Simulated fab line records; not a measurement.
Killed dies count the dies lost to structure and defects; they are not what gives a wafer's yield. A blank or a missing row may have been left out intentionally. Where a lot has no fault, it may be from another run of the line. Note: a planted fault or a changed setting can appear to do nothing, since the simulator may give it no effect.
Which tool did it? || flow gf180mcu || 11 lots, 33 wafers sampled, at 5 steps of a route of 602

== WHAT EACH GAUGE READ, for each wafer ==
GF_STI_THK_MEAS_04.
{"lot": "L862", "measured": "day 1 18:34", "on": "film-metro-04", "STI_CVD_03_THK (nm)": "205.9 207.4 207.1"}
{"lot": "L864", "measured": "day 2 04:34", "on": "film-metro-03", "STI_CVD_03_THK (nm)": "207.7 207.2 207.6"}
{"lot": "L865", "measured": "day 2 09:34", "on": "film-metro-03", "STI_CVD_03_THK (nm)": "209.6 209.6 208.9"}
{"lot": "L867", "measured": "day 2 19:34", "on": "film-metro-02", "STI_CVD_03_THK (nm)": "206.9 206.8 209.0"}
{"lot": "L868", "measured": "day 3 01:50", "on": "film-metro-03", "STI_CVD_03_THK (nm)": "204.6 205.0 206.5"}
{"lot": "L869", "measured": "day 3 06:11", "on": "film-metro-02", "STI_CVD_03_THK (nm)": "207.6 208.9 209.5"}
{"lot": "L870", "measured": "day 3 10:34", "on": "film-metro-04", "STI_CVD_03_THK (nm)": "217.3 217.6 218.2"}
{"lot": "L871", "measured": "day 3 16:02", "on": "film-metro-02", "STI_CVD_03_THK (nm)": "219.8 220.9 220.4"}
{"lot": "L872", "measured": "day 3 20:39", "on": "film-metro-04", "STI_CVD_03_THK (nm)": "208.8 207.8 206.3"}
{"lot": "L881", "measured": "day 5 19:01", "on": "film-metro-04", "STI_CVD_03_THK (nm)": "208.7 209.8 208.3"}
{"lot": "L883", "measured": "day 6 03:35", "on": "film-metro-04", "STI_CVD_03_THK (nm)": "206.3 209.0 207.3"}

GF_CONTACT_THK_MEAS_03.
{"lot": "L862", "measured": "day 15 13:16", "on": "film-metro-04", "CONTACT_CVD_02_THK (nm)": "859 849 869"}
{"lot": "L864", "measured": "day 16 07:22", "on": "film-metro-04", "CONTACT_CVD_02_THK (nm)": "850 849 858"}
{"lot": "L865", "measured": "day 16 18:31", "on": "film-metro-01", "CONTACT_CVD_02_THK (nm)": "875 879 881"}
{"lot": "L867", "measured": "day 17 07:57", "on": "film-metro-04", "CONTACT_CVD_02_THK (nm)": "848 866 877"}
{"lot": "L868", "measured": "day 17 21:53", "on": "film-metro-03", "CONTACT_CVD_02_THK (nm)": "855 854 866"}
{"lot": "L869", "measured": "day 18 09:29", "on": "film-metro-04", "CONTACT_CVD_02_THK (nm)": "851 859 863"}
{"lot": "L870", "measured": "day 18 20:37", "on": "film-metro-03", "CONTACT_CVD_02_THK (nm)": "858 865 873"}
{"lot": "L871", "measured": "day 19 00:21", "on": "film-metro-01", "CONTACT_CVD_02_THK (nm)": "867 868 864"}
{"lot": "L872", "measured": "day 19 11:59", "on": "film-metro-04", "CONTACT_CVD_02_THK (nm)": "875 876 884"}
{"lot": "L881", "measured": "day 22 12:11", "on": "film-metro-04", "CONTACT_CVD_02_THK (nm)": "859 873 875"}
{"lot": "L883", "measured": "day 23 03:21", "on": "film-metro-03", "CONTACT_CVD_02_THK (nm)": "864 863 875"}

GF_CONTACT_BOW_MEAS_05.
{"lot": "L862", "measured": "day 15 13:37", "on": "film-metro-01", "CONTACT_BOW (um)": "56 81 64"}
{"lot": "L864", "measured": "day 16 07:44", "on": "film-metro-03", "CONTACT_BOW (um)": "62 57 64"}
{"lot": "L865", "measured": "day 16 18:52", "on": "film-metro-03", "CONTACT_BOW (um)": "77 70 66"}
{"lot": "L867", "measured": "day 17 08:19", "on": "film-metro-04", "CONTACT_BOW (um)": "68 64 68"}
{"lot": "L868", "measured": "day 18 00:49", "on": "film-metro-03", "CONTACT_BOW (um)": "64 74 61"}
{"lot": "L869", "measured": "day 18 09:51", "on": "film-metro-03", "CONTACT_BOW (um)": "72 76 76"}
{"lot": "L870", "measured": "day 18 20:59", "on": "film-metro-03", "CONTACT_BOW (um)": "60 75 52"}
{"lot": "L871", "measured": "day 19 00:44", "on": "film-metro-04", "CONTACT_BOW (um)": "72 55 65"}
{"lot": "L872", "measured": "day 19 12:22", "on": "film-metro-04", "CONTACT_BOW (um)": "76 66 72"}
{"lot": "L881", "measured": "day 22 12:34", "on": "film-metro-03", "CONTACT_BOW (um)": "66 59 68"}
{"lot": "L883", "measured": "day 23 03:44", "on": "film-metro-04", "CONTACT_BOW (um)": "69 57 62"}

== WHICH TOOL RAN EACH LOT (tool, then ch and the chambers of the sampled wafers, then the start) ==
{"lot": "L862", "GF_STI_CVD_03": "lpcvd-02 ch 0, day 1 16:34", "GF_STI_ETCH_13": "rie-diel-03 ch 0,1,3, day 2 06:48"}
{"lot": "L864", "GF_STI_CVD_03": "lpcvd-01 ch 0, day 2 02:34", "GF_STI_ETCH_13": "rie-diel-04 ch 0,1,3, day 2 16:41"}
{"lot": "L865", "GF_STI_CVD_03": "lpcvd-01 ch 1, day 2 07:34", "GF_STI_ETCH_13": "rie-diel-01 ch 0,2,3, day 2 21:16"}
{"lot": "L867", "GF_STI_CVD_03": "lpcvd-01 ch 0, day 2 17:34", "GF_STI_ETCH_13": "rie-diel-03 ch 0,2,3, day 3 08:15"}
{"lot": "L868", "GF_STI_CVD_03": "lpcvd-02 ch 0, day 2 23:50", "GF_STI_ETCH_13": "rie-diel-01 ch 2,3, day 3 14:41"}
{"lot": "L869", "GF_STI_CVD_03": "lpcvd-02 ch 0, day 3 04:11", "GF_STI_ETCH_13": "rie-diel-03 ch 0,1,2, day 3 19:33"}
{"lot": "L870", "GF_STI_CVD_03": "lpcvd-02 ch 0, day 3 08:34", "GF_STI_ETCH_13": "rie-diel-04 ch 0,2,3, day 4 00:00"}
{"lot": "L871", "GF_STI_CVD_03": "lpcvd-02 ch 0, day 3 14:01", "GF_STI_ETCH_13": "rie-diel-03 ch 0,1,2, day 4 05:12"}
{"lot": "L872", "GF_STI_CVD_03": "lpcvd-01 ch 0, day 3 18:40", "GF_STI_ETCH_13": "rie-diel-03 ch 0,1,3, day 4 09:59"}
{"lot": "L881", "GF_STI_CVD_03": "lpcvd-01 ch 0, day 5 17:01", "GF_STI_ETCH_13": "rie-diel-01 ch 0,2, day 6 09:38"}
{"lot": "L883", "GF_STI_CVD_03": "lpcvd-01 ch 0, day 6 01:34", "GF_STI_ETCH_13": "rie-diel-01 ch 0,1,2, day 6 18:49"}
- GF_STI_CVD_03: deposits Si3N4 from DCS/NH3, target thk 207.16 nm, time 3551 s.
- GF_STI_ETCH_13: etches the open film in CHF3/O2, stops on Si, target depth 282.31 nm, time 112.9 s.

== AS READ BY THE TOOLS THEMSELVES (means over the sampled wafers that have a number; for cases with no such wafer, the mark the record gives instead) ==
GF_STI_CVD_03.
{"lot": "L862", "tool": "lpcvd-02", "pressure-mtorr (mTorr)": 250.4, "spike-tc-lower-C (C)": 770.8}
{"lot": "L864", "tool": "lpcvd-01", "pressure-mtorr (mTorr)": 248.8, "spike-tc-lower-C (C)": 767.3}
{"lot": "L865", "tool": "lpcvd-01", "pressure-mtorr (mTorr)": 250.5, "spike-tc-lower-C (C)": 771.3}
{"lot": "L867", "tool": "lpcvd-01", "pressure-mtorr (mTorr)": 250.9, "spike-tc-lower-C (C)": 768.3}
{"lot": "L868", "tool": "lpcvd-02", "pressure-mtorr (mTorr)": 249.9, "spike-tc-lower-C (C)": 770.9}
{"lot": "L869", "tool": "lpcvd-02", "pressure-mtorr (mTorr)": 250.2, "spike-tc-lower-C (C)": 771.3}
{"lot": "L870", "tool": "lpcvd-02", "pressure-mtorr (mTorr)": 299.9, "spike-tc-lower-C (C)": 769.7}
{"lot": "L871", "tool": "lpcvd-02", "pressure-mtorr (mTorr)": 299.8, "spike-tc-lower-C (C)": 771.0}
{"lot": "L872", "tool": "lpcvd-01", "pressure-mtorr (mTorr)": 249.7, "spike-tc-lower-C (C)": 768.6}
{"lot": "L881", "tool": "lpcvd-01", "pressure-mtorr (mTorr)": 249.7, "spike-tc-lower-C (C)": 768.7}
{"lot": "L883", "tool": "lpcvd-01", "pressure-mtorr (mTorr)": 250.7, "spike-tc-lower-C (C)": 767.6}

GF_STI_ETCH_13.
{"lot": "L862", "tool": "rie-diel-03", "O2_flow_sccm (sccm)": 4.981, "bias-w (W)": 200.3, "chf3-flow-sccm (sccm)": 50.10, "drypump-motor-current-A (A)": 5.2, "oes-product-au (a.u.)": 0.829, "throttle-valve-pct (%)": 8.810}
{"lot": "L864", "tool": "rie-diel-04", "O2_flow_sccm (sccm)": 5.002, "bias-w (W)": 200.5, "chf3-flow-sccm (sccm)": 49.98, "drypump-motor-current-A (A)": 6.0, "oes-product-au (a.u.)": 0.835, "throttle-valve-pct (%)": 8.802}
{"lot": "L865", "tool": "rie-diel-01", "O2_flow_sccm (sccm)": 5.008, "bias-w (W)": 200.3, "chf3-flow-sccm (sccm)": 50.07, "drypump-motor-current-A (A)": 6.1, "oes-product-au (a.u.)": 0.836, "throttle-valve-pct (%)": 8.811}
{"lot": "L867", "tool": "rie-diel-03", "O2_flow_sccm (sccm)": 5.002, "bias-w (W)": 200.3, "chf3-flow-sccm (sccm)": 50.05, "drypump-motor-current-A (A)": 5.1, "oes-product-au (a.u.)": 0.833, "throttle-valve-pct (%)": 8.810}
{"lot": "L868", "tool": "rie-diel-01", "O2_flow_sccm (sccm)": 5.001, "bias-w (W)": 200.0, "chf3-flow-sccm (sccm)": 50.01, "drypump-motor-current-A (A)": 5.9, "oes-product-au (a.u.)": 0.829, "throttle-valve-pct (%)": 8.803}
{"lot": "L869", "tool": "rie-diel-03", "O2_flow_sccm (sccm)": 4.996, "bias-w (W)": 200.3, "chf3-flow-sccm (sccm)": 49.96, "drypump-motor-current-A (A)": 5.4, "oes-product-au (a.u.)": 0.839, "throttle-valve-pct (%)": 8.800}
{"lot": "L870", "tool": "rie-diel-04", "O2_flow_sccm (sccm)": 4.996, "bias-w (W)": 199.9, "chf3-flow-sccm (sccm)": 49.80, "drypump-motor-current-A (A)": 5.9, "oes-product-au (a.u.)": 0.854, "throttle-valve-pct (%)": 8.827}
{"lot": "L871", "tool": "rie-diel-03", "O2_flow_sccm (sccm)": 5.000, "bias-w (W)": 200.0, "chf3-flow-sccm (sccm)": 49.96, "drypump-motor-current-A (A)": 5.4, "oes-product-au (a.u.)": 0.862, "throttle-valve-pct (%)": 8.816}
{"lot": "L872", "tool": "rie-diel-03", "O2_flow_sccm (sccm)": 4.993, "bias-w (W)": 200.0, "chf3-flow-sccm (sccm)": 49.96, "drypump-motor-current-A (A)": 5.2, "oes-product-au (a.u.)": 0.829, "throttle-valve-pct (%)": 8.812}
{"lot": "L881", "tool": "rie-diel-01", "O2_flow_sccm (sccm)": 5.001, "bias-w (W)": 199.7, "chf3-flow-sccm (sccm)": 50.09, "drypump-motor-current-A (A)": 6.0, "oes-product-au (a.u.)": 0.836, "throttle-valve-pct (%)": 8.813}
{"lot": "L883", "tool": "rie-diel-01", "O2_flow_sccm (sccm)": 4.998, "bias-w (W)": 200.0, "chf3-flow-sccm (sccm)": 49.94, "drypump-motor-current-A (A)": 5.9, "oes-product-au (a.u.)": 0.833, "throttle-valve-pct (%)": 8.814}

== THE ANSWER, worked out from the rows above alone ==
Rule: what is usual is taken from the lots themselves. The widest of any qualifying gaps counts: lots, ordered by their means at a reading, are off when they make up no more than a third of the lots, leave a main group of 4 or more, and stand apart from it by 3 or more times the standard deviation of that group's means. The tables above print the reading to a certain number of digits; a main group whose means all agree to those digits is not used. A lot without any number at a reading at which 4 lots or more have one is off too. All remaining lots with rows at the step are treated as sound. Order of review: gauges by route order, followed by the tools' own readings, for which a lot's mean as printed above is used. The first step at which some lot is off is used, and at that step the reading that is off furthest; a lot without a number counts as furthest.
Off: L870, L871, seen at GF_STI_THK_MEAS_04 (STI_CVD_03_THK). The main group: mean 207.7 nm, standard deviation 1.1.
A tool fits if, at a process step before that reading, it ran every lot that is off, and no sound lot after the first of them. Not tried: the gauges at GF_STI_THK_MEAS_04; whatever is off there is also off at GF_STI_CVD_03, on other tools, and gauge error can't account for it. One fits: GF_STI_CVD_03 on lpcvd-02. A fault onset in the window from L869 (day 3 04:11, its last sound lot) to L870 (day 3 08:34, its first lot off) fits.
On the lots that are off, the tool's own readings at GF_STI_CVD_03 differ by more than 5 times the standard deviation of the sound lots' means, which bears it out; pressure-mtorr reads 299.9 mTorr there versus 250.1 mTorr on the sound lots.

== WHAT THE SIMULATOR PUT IN ==
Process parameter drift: lpcvd-02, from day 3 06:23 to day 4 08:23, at GF_STI_CVD_03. Setting pressure-mtorr, moved by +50, from 250. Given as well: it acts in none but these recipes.
Shown lots that were struck: L870, L871. Same finding as the rule above.
